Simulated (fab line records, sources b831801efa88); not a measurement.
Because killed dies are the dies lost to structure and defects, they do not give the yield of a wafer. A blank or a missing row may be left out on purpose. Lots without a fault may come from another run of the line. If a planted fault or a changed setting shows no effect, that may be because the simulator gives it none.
fab line records :: flow sky130
record:
  lots: 5
  wafers: 15
  lastDay: 49
route steps=708 shown SD_P@331 RES_XHIGH@332 SD_N@342
lots untouched by any fault: they come from a run of this same line in which no faults occurred
startH: the number of hours between the record's first day and the start of the first shown wafer of the lot :: waitH: time in hours since the lot's previous step :: " unchanged from the row above :: L1.1+2: one row covering several wafers at once :: - no value present, or no start provided :: * or withheld: withheld :: < > ~ a bound
route shown NAME@n: names a module that has steps shown in the file, with the first one's number in the route :: usual: the fault-free wafers' mean and standard deviation :: same: alike in all rows :: chamber/n: place in a boat :: sites: per-site readings :: _std_site: standard deviation across them :: _edge_site: the outer-site mean with the inner-site mean subtracted :: radiusMm: for every site, how far away it sits from the centre of the wafer :: mask NAME#n: copy n :: behind: the tool/chamber that last shaped the wafer :: hold: the reason the lot was held/the length of the hold in hours/how it ended :: device: whichever transistor did not switch (one of n, p or np) :: end of line: at the end of the route, the tests of the same wafers :: for a step that has no rows: nothing shown but its recipe :: killed: dies that structure and defects cost at the first sort, which is not the same as the wafer's yield :: map: a wafer's dies, marking killed ones x, the rest . and places with no die _
set.NAME: the setting the step ran with; set.NAME@STEP: the setting that earlier step ran with :: model.NAME: the simulator's own value behind a step, which no gauge read
certain route steps with their lots: each step a table, each wafer a row
services: when a tool's chamber went out of use (startH, in hours from the record's first day, below 0 if earlier), for how many hours, and the reason
== steps ==
step: SKY_SD_P_TW_MEAS_11
usual:
  SD_P_TW: 2832/31
lot.wafer: L075.3
tool: filmMetro-03
chamber: -
startH: 599.95
waitH: 0.1
SD_P_TW: 2870

lot.wafer: L075.5
tool: filmMetro-03
chamber: -
startH: 599.95
waitH: 0.1
SD_P_TW: 2873

lot.wafer: L075.6
tool: filmMetro-03
chamber: -
startH: 599.95
waitH: 0.1
SD_P_TW: 2856

lot.wafer: L082.2
tool: filmMetro-01
chamber: -
startH: 656.42
waitH: 0.1
SD_P_TW: 2820

lot.wafer: L082.3
tool: filmMetro-01
chamber: -
startH: 656.42
waitH: 0.1
SD_P_TW: 2826

lot.wafer: L082.5
tool: filmMetro-01
chamber: -
startH: 656.42
waitH: 0.1
SD_P_TW: 2842

lot.wafer: L083.1
tool: filmMetro-04
chamber: -
startH: 668.53
waitH: 0.1
SD_P_TW: 2784

lot.wafer: L083.2
tool: filmMetro-04
chamber: -
startH: 668.53
waitH: 0.1
SD_P_TW: 2777

lot.wafer: L083.3
tool: filmMetro-04
chamber: -
startH: 668.53
waitH: 0.1
SD_P_TW: 2773

lot.wafer: L086.1
tool: filmMetro-03
chamber: -
startH: 688.17
waitH: 0.1
SD_P_TW: 2852

lot.wafer: L086.3
tool: filmMetro-03
chamber: -
startH: 688.17
waitH: 0.1
SD_P_TW: 2850

lot.wafer: L086.5
tool: filmMetro-03
chamber: -
startH: 688.17
waitH: 0.1
SD_P_TW: 2853

lot.wafer: L091.1
tool: filmMetro-04
chamber: -
startH: 725.93
waitH: 0.1
SD_P_TW: 2808

lot.wafer: L091.4
tool: filmMetro-04
chamber: -
startH: 725.93
waitH: 0.1
SD_P_TW: 2792

lot.wafer: L091.5
tool: filmMetro-04
chamber: -
startH: 725.93
waitH: 0.1
SD_P_TW: 2808
step: SKY_RES_XHIGH_DEHYDRATE_00
recipe:
  tempC: 200
  timeS: 60
same:
  timeS: 60
lot.wafer: L075.3+5+6
tool: lithoTrack-02
chamber: 0
startH: 613.33
waitH: 13.4

lot.wafer: L082.2+3+5
tool: lithoTrack-04
chamber: 0
startH: 668.49
waitH: 12.1

lot.wafer: L083.1+2+3
tool: lithoTrack-02
chamber: 0
startH: 683.38
waitH: 14.8

lot.wafer: L086.1+3+5
tool: lithoTrack-03
chamber: 0
startH: 701.51
waitH: 13.3

lot.wafer: L091.1+4+5
tool: lithoTrack-03
chamber: 0
startH: 739.01
waitH: 13.1
step: SKY_RES_XHIGH_HMDS_01
recipe:
  primeTimeS: 60
  primeTempC: 120
lot.wafer: L075.3+5+6
tool: lithoTrack-02
chamber: 0
startH: 613.48
waitH: 0.1

lot.wafer: L082.2+3+5
tool: lithoTrack-04
chamber: 0
startH: 668.64
waitH: 0.1

lot.wafer: L083.1+2+3
tool: lithoTrack-02
chamber: 0
startH: 683.53
waitH: 0.1

lot.wafer: L086.1+3+5
tool: lithoTrack-03
chamber: 0
startH: 701.66
waitH: 0.1

lot.wafer: L091.1+4+5
tool: lithoTrack-03
chamber: 0
startH: 739.16
waitH: 0.1
step: SKY_RES_XHIGH_COAT_02
recipe:
  resist: NOVOLAK
  spinRpm: 3000
  resistThkNm: 1140
lot.wafer: L075.3+5+6
tool: lithoTrack-02
chamber: 0
startH: 613.63
waitH: 0.1

lot.wafer: L082.2+3+5
tool: lithoTrack-04
chamber: 0
startH: 668.79
waitH: 0.1

lot.wafer: L083.1+2+3
tool: lithoTrack-02
chamber: 0
startH: 683.68
waitH: 0.1

lot.wafer: L086.1+3+5
tool: lithoTrack-03
chamber: 0
startH: 701.81
waitH: 0.1

lot.wafer: L091.1+4+5
tool: lithoTrack-03
chamber: 0
startH: 739.31
waitH: 0.1
step: SKY_RES_XHIGH_SOFTBAKE_03
recipe:
  tempC: 90
  timeS: 60
  resist: NOVOLAK
same:
  timeS: 60
lot.wafer: L075.3+5+6
tool: lithoTrack-02
chamber: 0
startH: 613.78
waitH: 0.1

lot.wafer: L082.2+3+5
tool: lithoTrack-04
chamber: 0
startH: 668.94
waitH: 0.1

lot.wafer: L083.1+2+3
tool: lithoTrack-02
chamber: 0
startH: 683.83
waitH: 0.1

lot.wafer: L086.1+3+5
tool: lithoTrack-03
chamber: 0
startH: 701.96
waitH: 0.1

lot.wafer: L091.1+4+5
tool: lithoTrack-03
chamber: 0
startH: 739.46
waitH: 0.1
step: SKY_RES_XHIGH_EXPOSE_04
recipe:
  maskId: URPM
  na: 0.6
  sourceShape: conventional
  sigmaOuter: 0.6
  polarization: unpolarized
  targetCdNm: 1270
  doseMj: 140
same:
  na: 0.6
lot.wafer: L075.3+5+6
tool: ilineStepper-01
chamber: 0
startH: -
waitH: -
mask: URPM#0

lot.wafer: L082.2+3+5
tool: ilineStepper-01
chamber: 0
startH: -
waitH: -
mask: URPM#0

lot.wafer: L083.1+2+3
tool: ilineStepper-01
chamber: 0
startH: -
waitH: -
mask: URPM#0

lot.wafer: L086.1+3+5
tool: ilineStepper-01
chamber: 0
startH: -
waitH: -
mask: URPM#0

lot.wafer: L091.1+4+5
tool: ilineStepper-02
chamber: 0
startH: -
waitH: -
mask: URPM#0
step: SKY_RES_XHIGH_PEB_05
recipe:
  tempC: withheld
  timeS: *
  resist: NOVOLAK
same:
  timeS: *
lot.wafer: L075.3+5+6
tool: lithoTrack-04
chamber: 0
startH: -
waitH: -

lot.wafer: L082.2+3+5
tool: lithoTrack-03
chamber: 0
startH: -
waitH: -

lot.wafer: L083.1+2+3
tool: lithoTrack-02
chamber: 0
startH: -
waitH: -

lot.wafer: L086.1+3+5
tool: lithoTrack-03
chamber: 0
startH: -
waitH: -

lot.wafer: L091.1+4+5
tool: lithoTrack-03
chamber: 0
startH: -
waitH: -
step: SKY_RES_XHIGH_DEVELOP_06
recipe:
  resist: NOVOLAK
  developer: TMAH
  developTimeS: 60
  devTempC: 23
lot.wafer: L075.3+5+6
tool: lithoTrack-04
chamber: 0
startH: 628.22
waitH: 0.1

lot.wafer: L082.2+3+5
tool: lithoTrack-03
chamber: 0
startH: 684.33
waitH: 0.1

lot.wafer: L083.1+2+3
tool: lithoTrack-02
chamber: 0
startH: 696.93
waitH: 0.1

lot.wafer: L086.1+3+5
tool: lithoTrack-03
chamber: 0
startH: 716.51
waitH: 0.1

lot.wafer: L091.1+4+5
tool: lithoTrack-03
chamber: 0
startH: 752.96
waitH: 0.1
step: SKY_RES_XHIGH_IMPLANT_07
recipe:
  species: BF2
  energyKev: 20
  doseCm2: 3.6e+14
  tiltDeg: 0
usual:
  endStationPressureTorr: 5.23e-06/2.8e-07
lot.wafer: L075.3
tool: implanter-04
chamber: 0
startH: 628.37
waitH: 0.1
endStationPressureTorr: 5.17e-06

lot.wafer: L075.5
tool: implanter-04
chamber: 0
startH: 628.37
waitH: 0.1
endStationPressureTorr: 5.33e-06

lot.wafer: L075.6
tool: implanter-04
chamber: 0
startH: 628.37
waitH: 0.1
endStationPressureTorr: 4.85e-06

lot.wafer: L082.2
tool: implanter-03
chamber: 0
startH: 684.48
waitH: 0.1
endStationPressureTorr: 5.33e-06

lot.wafer: L082.3
tool: implanter-03
chamber: 0
startH: 684.48
waitH: 0.1
endStationPressureTorr: 5.57e-06

lot.wafer: L082.5
tool: implanter-03
chamber: 0
startH: 684.48
waitH: 0.1
endStationPressureTorr: 5.54e-06

lot.wafer: L083.1
tool: implanter-02
chamber: 0
startH: 697.08
waitH: 0.1
endStationPressureTorr: 5.56e-06

lot.wafer: L083.2
tool: implanter-02
chamber: 0
startH: 697.08
waitH: 0.1
endStationPressureTorr: 5.17e-06

lot.wafer: L083.3
tool: implanter-02
chamber: 0
startH: 697.08
waitH: 0.1
endStationPressureTorr: 5.18e-06

lot.wafer: L086.1
tool: implanter-02
chamber: 0
startH: 716.66
waitH: 0.1
endStationPressureTorr: 5.48e-06

lot.wafer: L086.3
tool: implanter-02
chamber: 0
startH: 716.66
waitH: 0.1
endStationPressureTorr: 5.51e-06

lot.wafer: L086.5
tool: implanter-02
chamber: 0
startH: 716.66
waitH: 0.1
endStationPressureTorr: 5.2e-06

lot.wafer: L091.1
tool: implanter-04
chamber: 0
startH: 753.11
waitH: 0.1
endStationPressureTorr: 5.24e-06

lot.wafer: L091.4
tool: implanter-04
chamber: 0
startH: 753.11
waitH: 0.1
endStationPressureTorr: 5.09e-06

lot.wafer: L091.5
tool: implanter-04
chamber: 0
startH: 753.11
waitH: 0.1
endStationPressureTorr: 5.11e-06
step: SKY_RES_XHIGH_STRIP_08
recipe:
  chemistry: O2/N2
  powerW: 1400
  pressureMtorr: 1500
  platenTempC: withheld
  o2FlowSccm: 3000
  n2FlowSccm: 300
  overashFraction: 0.5
usual:
  drypumpMotorCurrentA: 5.8/0.51
  oesProductAu: 0.711/0.0048
  stripTimeToEndpointS: 14.27/0.044
lot.wafer: L075.3
tool: plasmaAsher-04
chamber: 1
startH: 628.50
waitH: 0.1
drypumpMotorCurrentA: 5.7
oesProductAu: 0.707
rfHoursCounterH: -
stripTimeToEndpointS: 14.37

lot.wafer: L075.5
tool: plasmaAsher-04
chamber: 1
startH: 628.50
waitH: 0.1
drypumpMotorCurrentA: 5.7
oesProductAu: 0.712
rfHoursCounterH: -
stripTimeToEndpointS: 14.34

lot.wafer: L075.6
tool: plasmaAsher-04
chamber: 0
startH: 628.50
waitH: 0.1
drypumpMotorCurrentA: 5.9
oesProductAu: 0.713
rfHoursCounterH: -
stripTimeToEndpointS: 14.36

lot.wafer: L082.2
tool: plasmaAsher-02
chamber: 1
startH: 684.61
waitH: 0.1
drypumpMotorCurrentA: 6.4
oesProductAu: 0.705
rfHoursCounterH: 95
stripTimeToEndpointS: 14.26

lot.wafer: L082.3
tool: plasmaAsher-02
chamber: 0
startH: 684.61
waitH: 0.1
drypumpMotorCurrentA: 5.1
oesProductAu: 0.714
rfHoursCounterH: -
stripTimeToEndpointS: 14.23

lot.wafer: L082.5
tool: plasmaAsher-02
chamber: 1
startH: 684.61
waitH: 0.1
drypumpMotorCurrentA: 6.4
oesProductAu: 0.718
rfHoursCounterH: -
stripTimeToEndpointS: 14.24

lot.wafer: L083.1
tool: plasmaAsher-02
chamber: 1
startH: 697.23
waitH: 0.1
drypumpMotorCurrentA: 6.4
oesProductAu: 0.715
rfHoursCounterH: 97
stripTimeToEndpointS: 14.26

lot.wafer: L083.2
tool: plasmaAsher-02
chamber: 0
startH: 697.23
waitH: 0.1
drypumpMotorCurrentA: 5.1
oesProductAu: 0.716
rfHoursCounterH: 97
stripTimeToEndpointS: 14.22

lot.wafer: L083.3
tool: plasmaAsher-02
chamber: 0
startH: 697.23
waitH: 0.1
drypumpMotorCurrentA: 5.1
oesProductAu: 0.718
rfHoursCounterH: -
stripTimeToEndpointS: 14.29

lot.wafer: L086.1
tool: plasmaAsher-03
chamber: 1
startH: 716.81
waitH: 0.1
drypumpMotorCurrentA: 6.3
oesProductAu: 0.712
rfHoursCounterH: 62
stripTimeToEndpointS: 14.37

lot.wafer: L086.3
tool: plasmaAsher-03
chamber: 0
startH: 716.81
waitH: 0.1
drypumpMotorCurrentA: 5.2
oesProductAu: 0.710
rfHoursCounterH: -
stripTimeToEndpointS: 14.28

lot.wafer: L086.5
tool: plasmaAsher-03
chamber: 0
startH: 716.81
waitH: 0.1
drypumpMotorCurrentA: 5.2
oesProductAu: 0.703
rfHoursCounterH: -
stripTimeToEndpointS: 14.31

lot.wafer: L091.1
tool: plasmaAsher-04
chamber: 0
startH: 753.26
waitH: 0.1
drypumpMotorCurrentA: 5.9
oesProductAu: 0.716
rfHoursCounterH: 30
stripTimeToEndpointS: 14.23

lot.wafer: L091.4
tool: plasmaAsher-04
chamber: 0
startH: 753.26
waitH: 0.1
drypumpMotorCurrentA: 5.9
oesProductAu: 0.706
rfHoursCounterH: -
stripTimeToEndpointS: 14.23

lot.wafer: L091.5
tool: plasmaAsher-04
chamber: 0
startH: 753.26
waitH: 0.1
drypumpMotorCurrentA: 5.9
oesProductAu: 0.720
rfHoursCounterH: -
stripTimeToEndpointS: 14.23
step: SKY_RES_XHIGH_TW_MEAS_09
usual:
  RES_XHIGH_TW: 1641/24
lot.wafer: L075.3
tool: filmMetro-04
chamber: -
startH: 628.59
waitH: 0.1
RES_XHIGH_TW: 1620

lot.wafer: L075.5
tool: filmMetro-04
chamber: -
startH: 628.59
waitH: 0.1
RES_XHIGH_TW: 1621

lot.wafer: L075.6
tool: filmMetro-04
chamber: -
startH: 628.59
waitH: 0.1
RES_XHIGH_TW: 1611

lot.wafer: L082.2
tool: filmMetro-04
chamber: -
startH: 684.72
waitH: 0.1
RES_XHIGH_TW: 1623

lot.wafer: L082.3
tool: filmMetro-04
chamber: -
startH: 684.72
waitH: 0.1
RES_XHIGH_TW: 1627

lot.wafer: L082.5
tool: filmMetro-04
chamber: -
startH: 684.72
waitH: 0.1
RES_XHIGH_TW: 1620

lot.wafer: L083.1
tool: filmMetro-03
chamber: -
startH: 697.33
waitH: 0.1
RES_XHIGH_TW: 1642

lot.wafer: L083.2
tool: filmMetro-03
chamber: -
startH: 697.33
waitH: 0.1
RES_XHIGH_TW: 1655

lot.wafer: L083.3
tool: filmMetro-03
chamber: -
startH: 697.33
waitH: 0.1
RES_XHIGH_TW: 1654

lot.wafer: L086.1
tool: filmMetro-03
chamber: -
startH: 716.91
waitH: 0.1
RES_XHIGH_TW: 1650

lot.wafer: L086.3
tool: filmMetro-03
chamber: -
startH: 716.91
waitH: 0.1
RES_XHIGH_TW: 1654

lot.wafer: L086.5
tool: filmMetro-03
chamber: -
startH: 716.91
waitH: 0.1
RES_XHIGH_TW: 1663

lot.wafer: L091.1
tool: filmMetro-04
chamber: -
startH: 753.36
waitH: 0.1
RES_XHIGH_TW: 1611

lot.wafer: L091.4
tool: filmMetro-04
chamber: -
startH: 753.36
waitH: 0.1
RES_XHIGH_TW: 1610

lot.wafer: L091.5
tool: filmMetro-04
chamber: -
startH: 753.36
waitH: 0.1
RES_XHIGH_TW: 1623
step: SKY_SD_N_DEHYDRATE_00
recipe:
  tempC: 200
  timeS: 60
same:
  timeS: 60
lot.wafer: L075.3+5+6
tool: lithoTrack-03
chamber: 0
startH: 642.36
waitH: 13.8

lot.wafer: L082.2+3+5
tool: lithoTrack-01
chamber: 0
startH: 697.93
waitH: 13.2

lot.wafer: L083.1+2+3
tool: lithoTrack-04
chamber: 0
startH: 710.87
waitH: 13.5

lot.wafer: L086.1+3+5
tool: lithoTrack-03
chamber: 0
startH: 729.41
waitH: 12.5

lot.wafer: L091.1+4+5
tool: lithoTrack-01
chamber: 0
startH: 765.71
waitH: 12.3
step: SKY_SD_N_HMDS_01
recipe:
  primeTimeS: 60
  primeTempC: 120
lot.wafer: L075.3+5+6
tool: lithoTrack-03
chamber: 0
startH: 642.51
waitH: 0.1

lot.wafer: L082.2+3+5
tool: lithoTrack-01
chamber: 0
startH: 698.08
waitH: 0.1

lot.wafer: L083.1+2+3
tool: lithoTrack-04
chamber: 0
startH: 711.02
waitH: 0.1

lot.wafer: L086.1+3+5
tool: lithoTrack-03
chamber: 0
startH: 729.56
waitH: 0.1

lot.wafer: L091.1+4+5
tool: lithoTrack-01
chamber: 0
startH: 765.86
waitH: 0.1
step: SKY_SD_N_COAT_02
recipe:
  resist: NOVOLAK
  spinRpm: 3000
  resistThkNm: 1140
lot.wafer: L075.3+5+6
tool: lithoTrack-03
chamber: 0
startH: 642.66
waitH: 0.1

lot.wafer: L082.2+3+5
tool: lithoTrack-01
chamber: 0
startH: 698.23
waitH: 0.1

lot.wafer: L083.1+2+3
tool: lithoTrack-04
chamber: 0
startH: 711.17
waitH: 0.1

lot.wafer: L086.1+3+5
tool: lithoTrack-03
chamber: 0
startH: 729.71
waitH: 0.1

lot.wafer: L091.1+4+5
tool: lithoTrack-01
chamber: 0
startH: 766.01
waitH: 0.1
step: SKY_SD_N_SOFTBAKE_03
recipe:
  tempC: 90
  timeS: 60
  resist: NOVOLAK
same:
  timeS: 60
lot.wafer: L075.3+5+6
tool: lithoTrack-03
chamber: 0
startH: 642.81
waitH: 0.1

lot.wafer: L082.2+3+5
tool: lithoTrack-01
chamber: 0
startH: 698.38
waitH: 0.1

lot.wafer: L083.1+2+3
tool: lithoTrack-04
chamber: 0
startH: 711.32
waitH: 0.1

lot.wafer: L086.1+3+5
tool: lithoTrack-03
chamber: 0
startH: 729.86
waitH: 0.1

lot.wafer: L091.1+4+5
tool: lithoTrack-01
chamber: 0
startH: 766.16
waitH: 0.1
step: SKY_SD_N_EXPOSE_04
recipe:
  maskId: NSDM
  na: 0.6
  sourceShape: conventional
  sigmaOuter: 0.6
  polarization: unpolarized
  targetCdNm: 380
  doseMj: 141
same:
  na: 0.6
lot.wafer: L075.3+5+6
tool: ilineStepper-02
chamber: 0
startH: -
waitH: -
mask: NSDM#0

lot.wafer: L082.2+3+5
tool: ilineStepper-01
chamber: 0
startH: -
waitH: -
mask: NSDM#0

lot.wafer: L083.1+2+3
tool: ilineStepper-01
chamber: 0
startH: -
waitH: -
mask: NSDM#0

lot.wafer: L086.1+3+5
tool: ilineStepper-01
chamber: 0
startH: -
waitH: -
mask: NSDM#0

lot.wafer: L091.1+4+5
tool: ilineStepper-02
chamber: 0
startH: -
waitH: -
mask: NSDM#0
== services ==
tool: implanter-04
chamber: -
startH: 596.26
hours: 6.4
kind: pm

tool: plasmaAsher-04
chamber: -
startH: 612.39
hours: 9.5
kind: repair

tool: plasmaAsher-03
chamber: -
startH: 617.43
hours: 2.5
kind: repair

tool: plasmaAsher-03
chamber: -
startH: 624.39
hours: 2.8
kind: pm

tool: lithoTrack-03
chamber: -
startH: 627.72
hours: -
kind: consumableReplace:filter

tool: ilineStepper-01
chamber: -
startH: 628.67
hours: 8.9
kind: pm

tool: ilineStepper-01
chamber: 0
startH: 632.58
hours: -
kind: calibration

tool: ilineStepper-01
chamber: -
startH: 637.90
hours: 5.3
kind: repair

tool: implanter-02
chamber: -
startH: 639.32
hours: 4.3
kind: pm

tool: implanter-02
chamber: -
startH: 643.61
hours: 1.9
kind: pm

tool: ilineStepper-01
chamber: -
startH: 646.93
hours: 1.7
kind: pm

tool: implanter-04
chamber: -
startH: 689.99
hours: 4.4
kind: repair

tool: ilineStepper-02
chamber: -
startH: 731.18
hours: 4.4
kind: pm

tool: plasmaAsher-02
chamber: -
startH: 733.79
hours: 9.0
kind: pm

tool: plasmaAsher-02
chamber: 0
startH: 733.79
hours: 9.0
kind: ventCycle

tool: plasmaAsher-02
chamber: 1
startH: 733.79
hours: 9.0
kind: ventCycle

tool: implanter-02
chamber: -
startH: 739.30
hours: 1.1
kind: repair

tool: plasmaAsher-02
chamber: 0
startH: 742.79
hours: -
kind: clean

tool: plasmaAsher-02
chamber: 1
startH: 742.79
hours: -
kind: clean

tool: ilineStepper-02
chamber: -
startH: 743.13
hours: 2.3
kind: repair

tool: implanter-04
chamber: -
startH: 743.74
hours: 2.0
kind: repair

tool: implanter-02
chamber: -
startH: 749.67
hours: 9.5
kind: repair
== key ==
fault none
